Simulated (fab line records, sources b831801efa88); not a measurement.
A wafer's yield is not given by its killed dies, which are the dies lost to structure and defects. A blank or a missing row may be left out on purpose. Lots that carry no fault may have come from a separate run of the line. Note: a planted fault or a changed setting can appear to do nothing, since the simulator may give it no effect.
Which tool is to blame? -- flow gf180mcu -- 6 lots with 18 wafers sampled at 2 steps, on a route of 602 steps

== WHAT THE GAUGES SHOWED, per wafer ==
GF_V5_OVL_MEAS_15.
lot,measured,on,V5_OVL (nm)
L633,day 28 01:43,overlay-01,-4 -9 -10
L639,day 29 14:52,overlay-01,-2 2 0
L645,day 31 05:09,overlay-01,12 1 2
L648,day 32 02:47,overlay-02,-5 -5 -1
L650,day 32 15:09,overlay-01,4 0 4
L654,day 33 18:40,overlay-02,0 8 1

== TOOL THAT RAN EACH LOT (tool first, then ch and the chambers of the sampled wafers, then the start) ==
lot,GF_CONTACT_STRIP_18
L633,"plasma-asher-02 ch 0,1, day 17 00:23"
L639,"plasma-asher-04 ch 0,1, day 18 20:16"
L645,"plasma-asher-04 ch 0,1, day 21 01:02"
L648,"plasma-asher-04 ch 0,1, day 22 04:59"
L650,"plasma-asher-04 ch 0,1, day 22 20:28"
L654,"plasma-asher-04 ch 0,1, day 24 09:52"
- GF_CONTACT_STRIP_18: strips in O2/N2.

== THE ANSWER, worked out from the rows above alone ==
Rule: what is usual is taken from the lots themselves. The widest of any qualifying gaps counts: lots, ordered by their means at a reading, are off when they make up no more than a third of the lots, leave a main group of 4 or more, and stand apart from it by 3 or more times the standard deviation of that group's means. The tables above print the reading to a certain number of digits; a main group whose means all agree to those digits is not used. Also off: a lot with no number at a reading for which 4 or more lots have one. Where the step has rows for the other lots, those lots are counted as sound.
No lot is off at any reading shown: from this, nothing can be told.

== WHAT WAS PUT IN BY THE SIMULATOR ==
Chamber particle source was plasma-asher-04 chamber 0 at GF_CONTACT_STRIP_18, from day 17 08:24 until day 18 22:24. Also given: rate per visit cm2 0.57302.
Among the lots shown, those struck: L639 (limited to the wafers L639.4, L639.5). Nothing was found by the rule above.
